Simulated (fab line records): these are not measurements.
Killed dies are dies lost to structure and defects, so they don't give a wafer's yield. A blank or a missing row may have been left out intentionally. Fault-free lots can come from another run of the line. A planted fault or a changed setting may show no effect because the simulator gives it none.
fab line records -- flow sky130
[record] lots = 4, wafers = 12, last_day = 49
route steps=708 shown VT_ADJUST_LVTN@98 VT_ADJUST_NCORE@119 VT_ADJUST_HVTR@131 VT_ADJUST_PCH@153 SONOS_TUNNEL@166 PAD_OPEN@708
lots untouched by any fault: they come from a run of this same line in which no faults occurred
start_h: the number of hours between the record's first day and the start of the first shown wafer of the lot -- wait_h: hours elapsed since this lot's preceding step -- " unchanged from the row above -- L1.1+2: several wafers, shown together as one row -- - no value present, or no start provided -- * or withheld: withheld -- < > ~ a bound
route shown NAME@n: NAME is a module with steps in the file, n the number in the route of the first one -- usual: the fault-free wafers' mean and standard deviation -- same: alike in all rows -- chamber/n: place in a boat -- sites: readings site by site -- _std_site: their standard deviation -- _edge_site: outer sites' mean less inner sites' -- radius_mm: for every site, how far away it sits from the centre of the wafer -- mask NAME#n: copy n -- behind: the most recent tool/chamber to have shaped the wafer -- hold: why the lot was held/for how many hours/how that ended -- device: the transistor (n, p or np) that didn't switch -- end of line: tests run on the same wafers once the route is complete -- for a step that has no rows: nothing shown but its recipe -- killed: not the wafer's yield, but the dies lost to structure and defects at the first sort -- map: a wafer's dies, marking killed ones x, the rest . and places with no die _
set.NAME: the setting as run; set.NAME@STEP: as run at that earlier step -- model.NAME: the simulator's own value behind a step, which no gauge read
lots at selected steps of the route; one table per step, one row per wafer
[[steps]]
[step SKY_VT_ADJUST_LVTN_HMDS_01]
[recipe] prime_time_s = 60, prime_temp_c = 120
[step SKY_VT_ADJUST_LVTN_COAT_02]
[recipe] spin_rpm = 2000, resist_thk_nm = 3000
[step SKY_VT_ADJUST_LVTN_SOFTBAKE_03]
[recipe] temp_c = 110, time_s = withheld
[step SKY_VT_ADJUST_LVTN_EXPOSE_04]
[recipe] mask_id = NWM_COMPLEMENT_LESS_NATIVE, na = 0.6, source_shape = conventional, sigma_outer = 0.6, polarization = unpolarized, target_cd_nm = 840, dose_mj = 194
[step SKY_VT_ADJUST_LVTN_PEB_05]
[recipe] temp_c = 115, time_s = withheld
[step SKY_VT_ADJUST_LVTN_DEVELOP_06]
[recipe] wall_angle_deg = 90, developer = TMAH, develop_time_s = 60, dev_temp_c = 23
[step SKY_VT_ADJUST_LVTN_IMPLANT_08]
[recipe] species = B, energy_kev = 30, dose_cm2 = 1.57e+12, tilt_deg = withheld
[step SKY_VT_ADJUST_LVTN_STRIP_09]
[recipe] chemistry = O2/N2, power_w = 1400, pressure_mtorr = 1500, platen_temp_c = withheld, o2_flow_sccm = 3000, n2_flow_sccm = 300, overash_fraction = 0.5
[step SKY_VT_ADJUST_LVTN_DEHYDRATE_11]
[recipe] temp_c = 200, time_s = 60
[step SKY_VT_ADJUST_LVTN_HMDS_12]
[recipe] prime_time_s = 60, prime_temp_c = 120
[step SKY_VT_ADJUST_LVTN_COAT_13]
[recipe] resist = NOVOLAK, spin_rpm = 3000, resist_thk_nm = 1140
[usual] chill_plate_temp_C = 23.01/0.13, dispense_pressure_kPa = 53/4, spin_speed_rpm = 2999.8/2.2
lot.wafer,tool,chamber,start_h,wait_h,chill_plate_temp_C,dispense_pressure_kPa,spin_speed_rpm
L668.1,litho_track-04,-,206.57,0.1,-,-,-
L668.3,litho_track-04,-,206.57,0.1,-,-,-
L668.4,litho_track-04,-,206.57,0.1,-,-,-
L669.1,litho_track-02,-,212.21,0.1,-,-,-
L669.2,litho_track-02,-,212.21,0.1,-,-,-
L669.5,litho_track-02,-,212.21,0.1,-,-,-
L673.3,litho_track-02,0,239.11,0.1,22.99,59,3001.7
L673.5,litho_track-02,0,239.11,0.1,23.19,59,2997.8
L673.6,litho_track-02,0,239.11,0.1,22.93,59,3001.4
L681.1,litho_track-03,0,286.13,0.1,23.08,49,2998.2
L681.3,litho_track-03,0,286.13,0.1,23.20,49,2995.5
L681.6,litho_track-03,0,286.13,0.1,23.12,49,2995.7
[step SKY_VT_ADJUST_LVTN_SOFTBAKE_14]
[recipe] temp_c = 90, time_s = 60, resist = NOVOLAK
[step SKY_VT_ADJUST_LVTN_EXPOSE_15]
[recipe] mask_id = HVN_STD_DERIVED, na = 0.6, source_shape = conventional, sigma_outer = 0.6, polarization = unpolarized, target_cd_nm = 600, dose_mj = 163
[step SKY_VT_ADJUST_LVTN_PEB_16]
[recipe] temp_c = withheld, time_s = *, resist = NOVOLAK
[step SKY_VT_ADJUST_LVTN_DEVELOP_17]
[recipe] resist = NOVOLAK, developer = TMAH, develop_time_s = 60, dev_temp_c = 23
[step SKY_VT_ADJUST_LVTN_OVL_MEAS_18]
[usual] VT_ADJUST_LVTN_01_OVL = 0.1/1.3
lot.wafer,tool,chamber,start_h,wait_h,VT_ADJUST_LVTN_01_OVL[nm]
L668.1,overlay-01,-,217.68,0.1,-
L668.3,overlay-01,-,217.68,0.1,-
L668.4,overlay-01,-,217.68,0.1,-
L669.1,overlay-01,-,224.48,0.1,-
L669.2,overlay-01,-,224.48,0.1,-
L669.5,overlay-01,-,224.48,0.1,-
L673.3,overlay-02,-,250.94,0.1,1.4
L673.5,overlay-02,-,250.94,0.1,1.4
L673.6,overlay-02,-,250.94,0.1,0.4
L681.1,overlay-02,-,298.76,0.1,-0.3
L681.3,overlay-02,-,298.76,0.1,-1.8
L681.6,overlay-02,-,298.76,0.1,-4.2
[step SKY_VT_ADJUST_LVTN_IMPLANT_19]
[recipe] species = B, energy_kev = 30, dose_cm2 = 6.5e+11, tilt_deg = withheld
[step SKY_VT_ADJUST_LVTN_STRIP_20]
[recipe] chemistry = O2/N2, power_w = 1400, pressure_mtorr = 1500, platen_temp_c = withheld, o2_flow_sccm = 3000, n2_flow_sccm = 300, overash_fraction = 0.5
[step SKY_VT_ADJUST_NCORE_DEHYDRATE_00]
[recipe] temp_c = 200, time_s = 60
[step SKY_VT_ADJUST_NCORE_HMDS_01]
[recipe] prime_time_s = 60, prime_temp_c = 120
[step SKY_VT_ADJUST_NCORE_COAT_02]
[recipe] resist = NOVOLAK, spin_rpm = 3000, resist_thk_nm = 1119
[step SKY_VT_ADJUST_NCORE_SOFTBAKE_03]
[recipe] temp_c = 90, time_s = 60, resist = NOVOLAK
[step SKY_VT_ADJUST_NCORE_EXPOSE_04]
[recipe] mask_id = LVTN_COMPLEMENT_THIN, na = 0.6, source_shape = conventional, sigma_outer = 0.6, polarization = unpolarized, target_cd_nm = 380, dose_mj = 139
[step SKY_VT_ADJUST_NCORE_PEB_05]
[recipe] temp_c = withheld, time_s = *, resist = NOVOLAK
[step SKY_VT_ADJUST_NCORE_DEVELOP_06]
[recipe] resist = NOVOLAK, developer = TMAH, develop_time_s = 60, dev_temp_c = 23
[step SKY_VT_ADJUST_NCORE_IMPLANT_09]
[recipe] species = B, energy_kev = 10, dose_cm2 = 2.4e+12, tilt_deg = withheld
[step SKY_VT_ADJUST_NCORE_STRIP_10]
[recipe] chemistry = O2/N2, power_w = 1400, pressure_mtorr = 1500, platen_temp_c = withheld, o2_flow_sccm = 3000, n2_flow_sccm = 300, overash_fraction = 0.5
[step SKY_VT_ADJUST_NCORE_TW_MEAS_11]
[usual] VT_ADJUST_NCORE_TW = 217.6/1.3
lot.wafer,tool,chamber,start_h,wait_h,VT_ADJUST_NCORE_TW
L668.1,film_metro-04,-,241.37,0.1,249.6
L668.3,film_metro-04,-,241.37,0.1,248.4
L668.4,film_metro-04,-,241.37,0.1,249.4
L669.1,film_metro-02,-,248.19,0.1,248.1
L669.2,film_metro-02,-,248.19,0.1,247.5
L669.5,film_metro-02,-,248.19,0.1,247.8
L673.3,film_metro-04,-,275.46,0.1,217.5
L673.5,film_metro-04,-,275.46,0.1,218.1
L673.6,film_metro-04,-,275.46,0.1,216.8
L681.1,film_metro-02,-,325.44,0.1,216.9
L681.3,film_metro-02,-,325.44,0.1,216.3
L681.6,film_metro-02,-,325.44,0.1,216.3
[step SKY_VT_ADJUST_HVTR_DEHYDRATE_00]
[recipe] temp_c = 200, time_s = 60
[step SKY_VT_ADJUST_HVTR_HMDS_01]
[recipe] prime_time_s = 60, prime_temp_c = 120
[step SKY_VT_ADJUST_HVTR_COAT_02]
[recipe] resist = NOVOLAK, spin_rpm = 3000, resist_thk_nm = 1133
[step SKY_VT_ADJUST_HVTR_SOFTBAKE_03]
[recipe] temp_c = 90, time_s = 60, resist = NOVOLAK
[step SKY_VT_ADJUST_HVTR_EXPOSE_04]
[recipe] mask_id = HVTRM, target_cd_nm = 380, na = 0.6, source_shape = conventional, sigma_outer = 0.6, dose_mj = 150
[step SKY_VT_ADJUST_HVTR_PEB_05]
[recipe] temp_c = withheld, time_s = *, resist = NOVOLAK
[step SKY_VT_ADJUST_HVTR_DEVELOP_06]
[recipe] develop_time_s = 60, dev_temp_c = 23
[step SKY_VT_ADJUST_HVTR_TW_MEAS_11]
[usual] VT_ADJUST_HVTR_TW = 210.6/2
lot.wafer,tool,chamber,start_h,wait_h,VT_ADJUST_HVTR_TW
L668.1,film_metro-02,-,264.89,0.1,240.8
L668.3,film_metro-02,-,264.89,0.1,241.9
L668.4,film_metro-02,-,264.89,0.1,242.0
L669.1,film_metro-02,-,271.87,0.1,242.1
L669.2,film_metro-02,-,271.87,0.1,240.2
L669.5,film_metro-02,-,271.87,0.1,242.2
L673.3,film_metro-01,-,300.26,0.1,212.8
L673.5,film_metro-01,-,300.26,0.1,213.6
L673.6,film_metro-01,-,300.26,0.1,213.0
L681.1,film_metro-03,-,352.07,0.1,210.6
L681.3,film_metro-03,-,352.07,0.1,210.3
L681.6,film_metro-03,-,352.07,0.1,209.5
[step SKY_VT_ADJUST_PCH_TW_MEAS_10]
[usual] VT_ADJUST_PCH_TW = 142.6/1.3
lot.wafer,tool,chamber,start_h,wait_h,VT_ADJUST_PCH_TW
L668.1,film_metro-01,-,290.00,0.1,206.2
L668.3,film_metro-01,-,290.00,0.1,207.6
L668.4,film_metro-01,-,290.00,0.1,206.6
L669.1,film_metro-04,-,296.70,0.1,202.3
L669.2,film_metro-04,-,296.70,0.1,202.6
L669.5,film_metro-04,-,296.70,0.1,202.1
L673.3,film_metro-01,-,326.99,0.1,143.3
L673.5,film_metro-01,-,326.99,0.1,143.1
L673.6,film_metro-01,-,326.99,0.1,143.7
L681.1,film_metro-04,-,378.97,0.1,141.2
L681.3,film_metro-04,-,378.97,0.1,142.6
L681.6,film_metro-04,-,378.97,0.1,140.9
[step SKY_SONOS_TUNNEL_TW_MEAS_12]
[usual] SONOS_TUNNEL_TW = 196.9/2.4
lot.wafer,tool,chamber,start_h,wait_h,SONOS_TUNNEL_TW
L668.1,film_metro-04,-,316.72,0.0,231.9
L668.3,film_metro-04,-,316.72,0.0,230.8
L668.4,film_metro-04,-,316.72,0.0,233.2
L669.1,film_metro-04,-,322.75,0.0,232.9
L669.2,film_metro-04,-,322.75,0.0,232.7
L669.5,film_metro-04,-,322.75,0.0,232.0
L673.3,film_metro-04,-,353.97,0.0,195.3
L673.5,film_metro-04,-,353.97,0.0,196.0
L673.6,film_metro-04,-,353.97,0.0,194.1
L681.1,film_metro-01,-,408.50,0.0,201.7
L681.3,film_metro-01,-,408.50,0.0,200.5
L681.6,film_metro-01,-,408.50,0.0,200.4
[step SKY_PAD_OPEN_PROBE_99]
[usual] killed_at_M0_to_M3 = 42/7.5, killed_at_M4_up = 3.2/1.7, killed_at_contacts = 24/5.1, killed_at_front_end = 15/4.1, killed_at_other = 0.3/0.58, killed_dies = 85/8.9, killed_on_rim = 17/3.9, killed_open = 46/6.4, killed_short = 39/6
[same] gross_dies = 492, killed_at_back_side = 0
lot.wafer,tool,chamber,start_h,wait_h,killed_at_M0_to_M3,killed_at_M4_up,killed_at_contacts,killed_at_front_end,killed_at_other,killed_dies,killed_on_rim,killed_open,killed_short,model.etest.nfet_16v.r_on_ohm_um,model.etest.res_pwde_under_gate.rs_ohm_sq,model.etest.pfet_g5v0d10v5.r_on_ohm_um,model.etest.tip_p.rs_ohm_sq,model.etest.tip_sonos.rs_ohm_sq,model.etest.tip_p_5v.rs_ohm_sq,model.etest.nfet_05v0_nvt.drive_ua_um,model.etest.sonos_uncharged.r_on_ohm_um
L668.1,prober-01,-,1130.76,0.1,43,8,26,415,0,492,96,52,42,1.597e+04,5528,4477,6715,2844,2829,535.2,850.9
L668.3,prober-01,-,1130.86,0.2,45,4,30,413,0,492,96,48,39,1.586e+04,5546,4524,6711,2864,2822,532.8,846.6
L668.4,prober-01,-,1130.91,0.2,52,5,20,415,0,492,96,49,48,1.604e+04,5526,4560,6751,2848,2813,536.7,846.4
L669.1,prober-02,-,1136.04,0.1,38,3,32,419,0,492,96,52,40,1.61e+04,5602,4521,6556,2937,2809,522.6,823.9
L669.2,prober-02,-,1136.09,0.1,38,3,40,411,0,492,96,53,43,1.59e+04,5579,4432,6474,2793,2792,535.4,837.7
L669.5,prober-02,-,1136.24,0.2,41,4,24,423,0,492,96,51,41,1.623e+04,5607,4535,6510,2854,2805,517.5,839.4
L673.3,prober-02,-,1154.11,0.2,56,4,16,12,1,89,17,54,35,1.408e+04,6128,4621,6815,2612,2852,586.9,816.5
L673.5,prober-02,-,1154.21,0.2,47,8,22,13,1,91,22,51,39,1.404e+04,6126,4574,6778,2581,2858,592.2,811.2
L673.6,prober-02,-,1154.26,0.2,45,3,20,13,0,81,13,51,30,1.4e+04,6136,4602,6754,2638,2878,584.9,813.1
L681.1,prober-01,-,1184.65,0.1,31,4,24,18,1,78,16,35,43,1.404e+04,6138,4612,6859,2696,2891,587.2,771.7
L681.3,prober-01,-,1184.75,0.2,35,2,25,14,0,76,20,50,26,1.397e+04,6127,4658,6833,2683,2873,581.3,783.5
L681.6,prober-01,-,1184.90,0.2,32,1,28,20,0,81,20,48,33,1.402e+04,6146,4727,6821,2699,2860,573.7,787.2
// killed by level:class
L668.1 VT_ADJUST_LVTN:area_expose=397 CONTACT:geometric_particle:open=11 VIA1:geometric_particle:open=10 LI_CONTACT:geometric_particle:open=8 FIELD_ISO:geometric_particle:short=5 CONTACT:geometric_particle:short=5 VIA2:geometric_particle:open=5 VIA3:geometric_particle:short=5
L668.3 VT_ADJUST_LVTN:area_expose=404 CONTACT:geometric_particle:open=13 LOCAL_INTERCONNECT:geometric_particle:short=8 VIA1:geometric_particle:open=8 METAL3:geometric_particle:short=7 VIA2:geometric_particle:open=7 CONTACT:geometric_particle:short=5 METAL1:geometric_particle:short=5
L668.4 VT_ADJUST_LVTN:area_expose=393 VIA1:geometric_particle:open=15 METAL2:geometric_particle:short=8 VIA3:geometric_particle:open=7 LI_CONTACT:geometric_particle:open=6 CONTACT:geometric_particle:short=5 VIA1:geometric_particle:short=5 FIELD_ISO:geometric_particle:short=4
L669.1 VT_ADJUST_LVTN:area_expose=400 VIA1:geometric_particle:open=13 CONTACT:geometric_particle:open=9 LI_CONTACT:geometric_particle:open=8 LI_CONTACT:geometric_particle:short=5 CONTACT:geometric_particle:short=5 METAL2:geometric_particle:short=5 VIA3:geometric_particle:open=5
L669.2 VT_ADJUST_LVTN:area_expose=395 CONTACT:geometric_particle:open=14 VIA1:geometric_particle:open=11 LOCAL_INTERCONNECT:geometric_particle:short=9 LI_CONTACT:geometric_particle:open=6 CONTACT:geometric_particle:short=6 VIA3:geometric_particle:open=6 METAL2:geometric_particle:short=5
L669.5 VT_ADJUST_LVTN:area_expose=400 CONTACT:geometric_particle:open=16 POLY_GATE:geometric_particle:short=9 VIA3:geometric_particle:open=8 VIA2:geometric_particle:open=6 METAL3:geometric_particle:short=6 POLY_GATE:geometric_particle:open=5 METAL1:geometric_particle:short=5
L673.3 VIA3:geometric_particle:open=12 VIA2:geometric_particle:open=10 VIA1:geometric_particle:open=8 CONTACT:geometric_particle:open=8 VIA1:geometric_particle:short=7 METAL2:geometric_particle:short=7 METAL1:geometric_particle:short=5 FIELD_ISO:geometric_particle:short=3
L673.5 VIA1:geometric_particle:open=13 CONTACT:geometric_particle:open=8 VIA2:geometric_particle:open=8 METAL2:geometric_particle:short=7 LI_CONTACT:geometric_particle:open=6 METAL1:geometric_particle:short=5 VIA1:geometric_particle:short=5 FIELD_ISO:geometric_particle:short=4
L673.6 VIA1:geometric_particle:open=16 CONTACT:geometric_particle:open=8 VIA3:geometric_particle:open=6 VIA2:geometric_particle:open=5 FIELD_ISO:geometric_particle:open=4 LI_CONTACT:geometric_particle:short=4 METAL2:geometric_particle:short=4 POLY_GATE:geometric_particle:short=3
L681.1 CONTACT:geometric_particle:open=10 METAL2:geometric_particle:short=8 LI_CONTACT:geometric_particle:open=7 FIELD_ISO:geometric_particle:short=6 FIELD_ISO:geometric_particle:open=4 VIA1:geometric_particle:open=4 LOCAL_INTERCONNECT:geometric_particle:short=4 VIA2:geometric_particle:short=4
L681.3 CONTACT:geometric_particle:open=10 VIA1:geometric_particle:open=10 LI_CONTACT:geometric_particle:open=8 VIA3:geometric_particle:open=5 FIELD_ISO:geometric_particle:short=5 METAL2:geometric_particle:short=5 VIA2:geometric_particle:open=5 FIELD_ISO:geometric_particle:open=4
L681.6 CONTACT:geometric_particle:open=17 VIA1:geometric_particle:open=9 FIELD_ISO:geometric_particle:open=7 FIELD_ISO:geometric_particle:short=6 LI_CONTACT:geometric_particle:open=5 METAL2:geometric_particle:short=5 VIA3:geometric_particle:open=4 POLY_GATE:geometric_particle:open=3
// map L668.1 (x killed, . not)
__________xxxxxxxxxx_________
________xxxxxxxxxxxxxx_______
______xxxxxxxxxxxxxxxxxx_____
_____xxxxxxxxxxxxxxxxxxxx____
____xxxxxxxxxxxxxxxxxxxxxx___
___xxxxxxxxxxxxxxxxxxxxxxxx__
__xxxxxxxxxxxxxxxxxxxxxxxxxx_
_xxxxxxxxxxxxxxxxxxxxxxxxxxxx
_xxxxxxxxxxxxxxxxxxxxxxxxxxxx
_xxxxxxxxxxxxxxxxxxxxxxxxxxxx
_xxxxxxxxxxxxxxxxxxxxxxxxxxxx
_xxxxxxxxxxxxxxxxxxxxxxxxxxxx
_xxxxxxxxxxxxxxxxxxxxxxxxxxxx
_xxxxxxxxxxxxxxxxxxxxxxxxxxxx
_xxxxxxxxxxxxxxxxxxxxxxxxxxxx
__xxxxxxxxxxxxxxxxxxxxxxxxxx_
___xxxxxxxxxxxxxxxxxxxxxxxx__
____xxxxxxxxxxxxxxxxxxxxxx___
_____xxxxxxxxxxxxxxxxxxxx____
______xxxxxxxxxxxxxxxxxx_____
________xxxxxxxxxxxxxx_______
__________xxxxxxxxxx_________
// map L669.1 (x killed, . not)
__________xxxxxxxxxx_________
________xxxxxxxxxxxxxx_______
______xxxxxxxxxxxxxxxxxx_____
_____xxxxxxxxxxxxxxxxxxxx____
____xxxxxxxxxxxxxxxxxxxxxx___
___xxxxxxxxxxxxxxxxxxxxxxxx__
__xxxxxxxxxxxxxxxxxxxxxxxxxx_
_xxxxxxxxxxxxxxxxxxxxxxxxxxxx
_xxxxxxxxxxxxxxxxxxxxxxxxxxxx
_xxxxxxxxxxxxxxxxxxxxxxxxxxxx
_xxxxxxxxxxxxxxxxxxxxxxxxxxxx
_xxxxxxxxxxxxxxxxxxxxxxxxxxxx
_xxxxxxxxxxxxxxxxxxxxxxxxxxxx
_xxxxxxxxxxxxxxxxxxxxxxxxxxxx
_xxxxxxxxxxxxxxxxxxxxxxxxxxxx
__xxxxxxxxxxxxxxxxxxxxxxxxxx_
___xxxxxxxxxxxxxxxxxxxxxxxx__
____xxxxxxxxxxxxxxxxxxxxxx___
_____xxxxxxxxxxxxxxxxxxxx____
______xxxxxxxxxxxxxxxxxx_____
________xxxxxxxxxxxxxx_______
__________xxxxxxxxxx_________
[[key]]
[first_sign] step = SKY_VT_ADJUST_LVTN_COAT_13, reading = tool_record, direction = missing
[effect] step = SKY_VT_ADJUST_LVTN_OVL_MEAS_18, reading = VT_ADJUST_LVTN_01_OVL, direction = missing
[effect] step = SKY_VT_ADJUST_NCORE_TW_MEAS_11, reading = VT_ADJUST_NCORE_TW, direction = up, sigmas = 23, usual = 217.6, struck = 248.5
[effect] step = SKY_VT_ADJUST_HVTR_TW_MEAS_11, reading = VT_ADJUST_HVTR_TW, direction = up, sigmas = 15, usual = 210.6, struck = 241.5
[effect] step = SKY_VT_ADJUST_PCH_TW_MEAS_10, reading = VT_ADJUST_PCH_TW, direction = up, sigmas = 47, usual = 142.6, struck = 204.5
[effect] step = SKY_SONOS_TUNNEL_TW_MEAS_12, reading = SONOS_TUNNEL_TW, direction = up, sigmas = 15, usual = 196.9, struck = 232.2
[effect] step = SKY_PAD_OPEN_PROBE_99, reading = killed_at_front_end, direction = up, sigmas = 97, usual = 15, struck = 416
[model_effect] step = SKY_PAD_OPEN_PROBE_99, value = etest.nfet_16v.r_on_ohm_um, without = 1.428e+04, struck = 1.602e+04
[more_kills_born_at] SKY_VT_ADJUST_LVTN_EXPOSE_15@iline_stepper-01 = 1195, SKY_VT_ADJUST_LVTN_EXPOSE_15@iline_stepper-02 = 1194
met_at SKY_VT_ADJUST_LVTN_COAT_13
struck_wafers L668.1,L668.3,L668.4,L669.1,L669.2,L669.5
tester_left_out L668,L669
[fault] kind = skipped_step_whole, tool = litho_track-02,litho_track-04, chamber = -, onset_h = 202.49, steps = SKY_VT_ADJUST_LVTN_COAT_13, scope = struck_lots_only
// tester_left_out: of these lots the tester's yield and bins aren't shown, on N5 and GAA mostly nor the transistor test; their killed dies are dies lost to structure and defects alone, not to doping, threshold or leakage, so they don't give the yield
